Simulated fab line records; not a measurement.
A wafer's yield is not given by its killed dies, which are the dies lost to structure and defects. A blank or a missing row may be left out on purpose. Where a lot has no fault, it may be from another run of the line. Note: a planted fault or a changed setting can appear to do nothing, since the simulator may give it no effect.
2 desks looking at one fault + flow sky130 + only its own numbers are on each desk; what lay behind them is given at the end

== DESK OF THE TOOL OWNER: implanter-01 ==
SKY_LDD_N_IMPLANT_15, tool's own readings: per-lot mean of the sampled wafers with a number, covering each lot this tool ran. Marked OUT: a lot whose mean sits more than 4 standard deviations from the usual mean, which makes it out of limits; the brackets give that distance.
Columns: A = dose_ions_cm2 at SKY_LDD_N_IMPLANT_15, usual 5e+12; B = faraday_current_uA at SKY_LDD_N_IMPLANT_15, usual 28.2
| lot  | first seen here | A                       | B              |
|------|-----------------|-------------------------|----------------|
| L708 | day 17 13:45    | 5e+12                   | 28.5           |
| L720 | day 22 21:04    | 5e+12                   | 28.4           |
| L721 | day 23 01:55    | 5e+12                   | 28.5           |
| L723 | day 23 12:17    | 2e+12 (-99 or more) OUT | 14.0 (-26) OUT |
| L724 | day 23 19:42    | 2e+12 (-99 or more) OUT | 14.3 (-25) OUT |
| L726 | day 24 16:17    | 2e+12 (-99 or more) OUT | 14.2 (-26) OUT |
Finding of this desk: L723, L724, L726 out of limits; the first was L723 at day 23 12:17, on dose_ions_cm2 at SKY_LDD_N_IMPLANT_15. Within limits: L708, L720, L721.

== FROM THE METROLOGY DESK ==
Means of the sampled wafers that have a number, per lot and without regard to the tool the lot ran on: this is what the gauges read. Marked OUT: a lot whose mean sits more than 4 standard deviations from the usual mean, which makes it out of limits; the brackets give that distance.
Columns: A = cd_nm at SKY_POLY_GATE_CD_MEAS_13, usual 150.3 nm; B = cd_nm at SKY_POLY_GATE_CD_MEAS_22, usual 150.4 nm; C = LDD_P_TW at SKY_LDD_P_TW_MEAS_11, usual 635
| lot  | first seen here | A     | B     | C   |
|------|-----------------|-------|-------|-----|
| L708 | day 16 05:30    | 151.3 | 151.3 | 636 |
| L710 | day 17 00:01    | 149.7 | 148.6 | 634 |
| L711 | day 17 15:38    | 150.5 | 150.3 | 639 |
| L715 | day 19 05:26    | 148.3 | 147.4 | 636 |
| L716 | day 19 10:13    | 152.0 | 151.2 | 635 |
| L719 | day 20 12:11    | 150.9 | 150.9 | 635 |
| L720 | day 21 11:11    | 150.2 | 151.6 | 630 |
| L721 | day 21 16:56    | 149.7 | 150.1 | 630 |
| L723 | day 22 02:10    | 149.4 | 148.6 | 637 |
| L722 | day 22 03:44    | 150.4 | 151.3 | 630 |
| L724 | day 22 11:04    | 148.6 | 150.0 | 639 |
| L725 | day 22 13:58    | 152.4 | 152.7 | 638 |
| L726 | day 23 05:03    | 148.8 | 148.8 | 629 |
| L727 | day 23 07:41    | 152.8 | 153.0 | 638 |
This desk's verdict: no lot among the 14 shows anything out of limits.

== TAKEN TOGETHER ==
An alarm could have come from the tool owner's desk at day 23 12:17, on L723, L724, L726.
The metrology desk saw nothing out of limits.
The metrology desk holds a record of L723, L724, L726, inside its limits.
All the named lots went through SKY_LDD_N_IMPLANT_15 on implanter-01.

== WHAT HAD BEEN PUT IN BY THE SIMULATOR ==
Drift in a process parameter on implanter-01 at SKY_LDD_N_IMPLANT_15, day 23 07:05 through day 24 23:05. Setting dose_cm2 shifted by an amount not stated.
Shown lots that were struck: L723, L724, L726.
Time in hours from fault onset to the first out-of-limits reading at each desk: the tool owner's desk, 5.
